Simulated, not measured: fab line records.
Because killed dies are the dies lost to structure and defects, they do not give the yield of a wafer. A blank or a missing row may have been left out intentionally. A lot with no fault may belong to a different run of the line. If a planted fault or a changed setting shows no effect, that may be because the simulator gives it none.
Matching of chambers ; flow sfq_line ; SFQ_TRILAYER_I0_VIA_BARC_OPEN_VIA_ETCH_046 on rie_diel-03 has 4 sister chambers
The step etches BARC in O2, target depth 125 nm, time 41.7 s. 7 wafers are shown with their chamber, then 7 later ones without.

## WAFERS WITH THEIR CHAMBER
wafer;chamber;run_length_s (s);rf_fwd_power_W (W)
L526.6;3;69.9;497.0
L527.4;0;70.6;492.5
L530.1;0;70.4;495.7
L530.3;2;70.4;495.9
L530.5;1;69.4;495.7
L531.2;2;70.4;493.2
L531.4;1;69.9;491.0

## WAFERS WITHOUT THEIR CHAMBER
wafer;run_length_s (s);rf_fwd_power_W (W)
L531.6;70.3;493.5
L535.2;70.4;497.9
L535.3;69.5;493.6
L535.6;70.6;495.3
L537.1;70.1;494.9
L537.3;70.3;494.5
L537.4;69.3;494.6

## WHICH CHAMBER EACH ONE RAN IN
wafer;from the rows above;in truth
L531.6;can't be placed: 2 or 0 or 3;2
L535.2;can't be placed: 2 or 0 or 3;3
L535.3;can't be placed: 1 or 3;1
L535.6;can't be placed: 0 or 2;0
L537.1;can't be placed: 3 or 2 or 0 or 1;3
L537.3;can't be placed: 2 or 0 or 3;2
L537.4;can't be placed: 1 or 3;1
Correct placement for 0 of the 7. Unplaceable from these rows: 7, with the true chamber sitting among the candidates in 7. Placed wrongly: 0.
How it was worked out, from the rows above alone: a wafer's distance from a chamber is the root of the sum, over the readings, of the square of ((its reading less the chamber's mean) divided by the reading's scatter). The wafer belongs to the nearest chamber; if the next one is less than 2 further off, it can't be placed. Each chamber's mean is taken over the wafers shown for it. How the scatter is found: for the shown wafers, subtract from each reading the mean of its chamber, square and add these, divide the total by (wafers less chambers), then take the root.
